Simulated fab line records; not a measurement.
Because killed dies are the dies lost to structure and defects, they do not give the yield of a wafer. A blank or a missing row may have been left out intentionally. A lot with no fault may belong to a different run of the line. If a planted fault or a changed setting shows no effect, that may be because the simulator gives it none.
Which tool is to blame? :: flow gf180mcu :: 13 lots with 39 wafers sampled at 5 steps, on a route of 602 steps

WHAT THE GAUGES SHOWED, per wafer
GF_MIM_RS_MEAS_10: a four-point-probe measurement.
lot: L208
measured: day 24 07:23
on: film_metro-04
MIM_ALCU_RS (ohm/sq): 0.1604 0.1599 0.1610

lot: L209
measured: day 24 17:57
on: film_metro-04
MIM_ALCU_RS (ohm/sq): 0.1592 0.1603 0.1611

lot: L210
measured: day 25 04:42
on: film_metro-03
MIM_ALCU_RS (ohm/sq): 0.1597 0.1584 0.1575

lot: L211
measured: day 25 07:56
on: film_metro-03
MIM_ALCU_RS (ohm/sq): 0.1575 0.1606 0.1589

lot: L217
measured: day 27 14:08
on: film_metro-03
MIM_ALCU_RS (ohm/sq): 0.1588 0.1598 0.1594

lot: L219
measured: day 28 01:25
on: film_metro-04
MIM_ALCU_RS (ohm/sq): 0.1605 0.1584 0.1595

lot: L223
measured: day 29 11:56
on: film_metro-03
MIM_ALCU_RS (ohm/sq): 0.1594 0.1622 0.1573

lot: L225
measured: day 30 01:17
on: film_metro-04
MIM_ALCU_RS (ohm/sq): 0.1592 0.1609 0.1603

lot: L226
measured: day 30 02:07
on: film_metro-03
MIM_ALCU_RS (ohm/sq): 0.1615 0.1616 0.1608

lot: L227
measured: day 30 19:19
on: film_metro-03
MIM_ALCU_RS (ohm/sq): 0.1602 0.1587 0.1599

lot: L230
measured: day 31 01:46
on: film_metro-04
MIM_ALCU_RS (ohm/sq): 0.1561 0.1570 0.1552

lot: L229
measured: day 31 03:18
on: film_metro-03
MIM_ALCU_RS (ohm/sq): 0.1621 0.1615 0.1604

lot: L231
measured: day 31 12:13
on: film_metro-03
MIM_ALCU_RS (ohm/sq): 0.1582 0.1581 0.1570

GF_MIM_THK_MEAS_11: measures by xrf.
lot: L208
measured: day 24 07:30
on: film_metro-04
MIM_ALCU_THK (nm): 203.2 202.6 202.2

lot: L209
measured: day 24 18:03
on: film_metro-04
MIM_ALCU_THK (nm): 203.7 203.4 201.0

lot: L210
measured: day 25 04:49
on: film_metro-03
MIM_ALCU_THK (nm): 204.0 204.1 206.1

lot: L211
measured: day 25 08:03
on: film_metro-03
MIM_ALCU_THK (nm): 205.1 202.7 204.1

lot: L217
measured: day 27 14:15
on: film_metro-03
MIM_ALCU_THK (nm): 203.8 201.2 202.0

lot: L219
measured: day 28 01:32
on: film_metro-04
MIM_ALCU_THK (nm): 202.6 205.1 203.1

lot: L223
measured: day 29 12:03
on: film_metro-03
MIM_ALCU_THK (nm): 203.5 200.7 206.0

lot: L225
measured: day 30 01:23
on: film_metro-04
MIM_ALCU_THK (nm): 202.0 203.0 202.4

lot: L226
measured: day 30 02:14
on: film_metro-03
MIM_ALCU_THK (nm): 201.3 201.7 201.7

lot: L227
measured: day 30 19:26
on: film_metro-03
MIM_ALCU_THK (nm): 203.9 205.0 204.1

lot: L230
measured: day 31 01:53
on: film_metro-04
MIM_ALCU_THK (nm): 208.5 205.9 208.1

lot: L229
measured: day 31 03:23
on: film_metro-03
MIM_ALCU_THK (nm): 199.1 200.2 201.0

lot: L231
measured: day 31 12:20
on: film_metro-03
MIM_ALCU_THK (nm): 204.3 204.6 204.5

GF_V5_THK_MEAS_01.
lot: L208
measured: day 26 02:36
on: film_metro-01
V5_CVD_00_THK (nm): 294.8 296.5 299.2

lot: L209
measured: day 26 13:45
on: film_metro-02
V5_CVD_00_THK (nm): 298.8 297.9 298.5

lot: L210
measured: day 26 23:40
on: film_metro-03
V5_CVD_00_THK (nm): 300.7 299.3 301.1

lot: L211
measured: day 27 02:18
on: film_metro-02
V5_CVD_00_THK (nm): 300.4 299.5 297.3

lot: L217
measured: day 29 06:08
on: film_metro-03
V5_CVD_00_THK (nm): 252.5 253.6 253.5

lot: L219
measured: day 29 17:13
on: film_metro-01
V5_CVD_00_THK (nm): 256.0 253.5 253.1

lot: L223
measured: day 31 01:47
on: film_metro-02
V5_CVD_00_THK (nm): 301.8 300.0 303.0

lot: L225
measured: day 31 14:32
on: film_metro-02
V5_CVD_00_THK (nm): 294.6 296.1 298.2

lot: L226
measured: day 31 14:58
on: film_metro-03
V5_CVD_00_THK (nm): 295.3 300.3 299.1

lot: L227
measured: day 32 07:13
on: film_metro-01
V5_CVD_00_THK (nm): 301.5 303.5 299.4

lot: L230
measured: day 32 12:07
on: film_metro-02
V5_CVD_00_THK (nm): 299.0 300.4 298.4

lot: L229
measured: day 32 14:42
on: film_metro-02
V5_CVD_00_THK (nm): 301.2 303.5 302.2

lot: L231
measured: day 32 22:22
on: film_metro-01
V5_CVD_00_THK (nm): 300.8 303.1 300.7

GF_V5_OVL_MEAS_15.
lot: L208
measured: day 26 23:36
on: overlay-01
V5_OVL (nm): -4 -5 -2

lot: L209
measured: day 27 10:23
on: overlay-01
V5_OVL (nm): -3 -1 -2

lot: L210
measured: day 27 20:30
on: overlay-01
V5_OVL (nm): -7 -12 -2

lot: L211
measured: day 27 23:14
on: overlay-02
V5_OVL (nm): 6 9 9

lot: L217
measured: day 30 01:22
on: overlay-02
V5_OVL (nm): 3 6 1

lot: L219
measured: day 30 11:42
on: overlay-01
V5_OVL (nm): 4 0 -3

lot: L223
measured: day 31 19:26
on: overlay-02
V5_OVL (nm): -4 -3 -6

lot: L225
measured: day 32 08:00
on: overlay-02
V5_OVL (nm): 4 -1 -8

lot: L226
measured: day 32 08:47
on: overlay-01
V5_OVL (nm): 1 10 9

lot: L227
measured: day 33 00:02
on: overlay-02
V5_OVL (nm): -1 5 -1

lot: L230
measured: day 33 05:17
on: overlay-02
V5_OVL (nm): -10 -12 -10

lot: L229
measured: day 33 07:15
on: overlay-01
V5_OVL (nm): 2 7 1

lot: L231
measured: day 33 14:26
on: overlay-02
V5_OVL (nm): 1 -1 -6

WHAT TOOL EACH LOT RAN ON (gives the tool, then ch and the chambers of the sampled wafers, and finally the start)
lot: L208
GF_V5_CVD_00: hdpcvd-02 ch 0,2, day 26 02:33

lot: L209
GF_V5_CVD_00: hdpcvd-02 ch 0,2, day 26 13:40

lot: L210
GF_V5_CVD_00: hdpcvd-02 ch 0,2, day 26 23:37

lot: L211
GF_V5_CVD_00: hdpcvd-02 ch 0,1,2, day 27 02:16

lot: L217
GF_V5_CVD_00: hdpcvd-02 ch 0,1,2, day 29 06:06

lot: L219
GF_V5_CVD_00: hdpcvd-02 ch 0,2, day 29 17:10

lot: L223
GF_V5_CVD_00: hdpcvd-01 ch 0,2, day 31 01:45

lot: L225
GF_V5_CVD_00: hdpcvd-01 ch 0,1,2, day 31 14:29

lot: L226
GF_V5_CVD_00: hdpcvd-01 ch 0,1,2, day 31 14:56

lot: L227
GF_V5_CVD_00: hdpcvd-01 ch 0,1,2, day 32 07:10

lot: L230
GF_V5_CVD_00: hdpcvd-01 ch 0,1,2, day 32 12:05

lot: L229
GF_V5_CVD_00: hdpcvd-02 ch 0,1,2, day 32 14:39

lot: L231
GF_V5_CVD_00: hdpcvd-02 ch 2, day 32 22:17
- GF_V5_CVD_00: deposits SiO2, target thk 300 nm, time 50 s.

WHAT THE TOOLS THEMSELVES READ (means of the sampled wafers that have a number; where no wafer has one, the mark that the record gives instead)
GF_V5_CVD_00.
lot: L208
tool: hdpcvd-02
pressure_mtorr (mTorr): 5.990
sih4_flow_sccm (sccm): 59.95

lot: L209
tool: hdpcvd-02
pressure_mtorr (mTorr): 5.993
sih4_flow_sccm (sccm): 59.88

lot: L210
tool: hdpcvd-02
pressure_mtorr (mTorr): 5.992
sih4_flow_sccm (sccm): 59.94

lot: L211
tool: hdpcvd-02
pressure_mtorr (mTorr): 6.000
sih4_flow_sccm (sccm): 60.17

lot: L217
tool: hdpcvd-02
pressure_mtorr (mTorr): 5.996
sih4_flow_sccm (sccm): 51.03

lot: L219
tool: hdpcvd-02
pressure_mtorr (mTorr): 5.995
sih4_flow_sccm (sccm): 51.05

lot: L223
tool: hdpcvd-01
pressure_mtorr (mTorr): 6.012
sih4_flow_sccm (sccm): 60.17

lot: L225
tool: hdpcvd-01
pressure_mtorr (mTorr): 5.996
sih4_flow_sccm (sccm): 60.15

lot: L226
tool: hdpcvd-01
pressure_mtorr (mTorr): 5.990
sih4_flow_sccm (sccm): 60.10

lot: L227
tool: hdpcvd-01
pressure_mtorr (mTorr): 6.000
sih4_flow_sccm (sccm): 60.00

lot: L230
tool: hdpcvd-01
pressure_mtorr (mTorr): 6.008
sih4_flow_sccm (sccm): 59.91

lot: L229
tool: hdpcvd-02
pressure_mtorr (mTorr): 6.006
sih4_flow_sccm (sccm): 59.86

lot: L231
tool: hdpcvd-02
pressure_mtorr (mTorr): 5.990
sih4_flow_sccm (sccm): 60.20

THE ANSWER, worked out from the rows above alone
Rule: what is usual is taken from the lots themselves. The widest of any qualifying gaps counts: lots, ordered by their means at a reading, are off when they make up no more than a third of the lots, leave a main group of 4 or more, and stand apart from it by 3 or more times the standard deviation of that group's means. Not used: any main group whose means are identical at the precision the tables above print for the reading. Also off: a lot with no number at a reading for which 4 or more lots have one. Where the step has rows for the other lots, those lots are counted as sound. After the gauges, taken in route order, come the tools' own readings; for these a lot's mean is taken, as printed above. The first step at which some lot is off is used, and at that step the reading that is off furthest; a lot without a number counts as furthest.
Off: L217, L219, seen at GF_V5_THK_MEAS_01 (V5_CVD_00_THK). The main group has a mean of 299.6 nm with a standard deviation of 1.9.
If a tool, at a process step before that reading, ran all the lots that are off and no sound lot after the first of them, it fits. The gauges at GF_V5_THK_MEAS_01 aren't tried: what is off there is off at GF_V5_CVD_00 too, on other tools, and a gauge's error can't cause that. Of those tried, none fits.

WHAT THE SIMULATOR HAD PUT IN
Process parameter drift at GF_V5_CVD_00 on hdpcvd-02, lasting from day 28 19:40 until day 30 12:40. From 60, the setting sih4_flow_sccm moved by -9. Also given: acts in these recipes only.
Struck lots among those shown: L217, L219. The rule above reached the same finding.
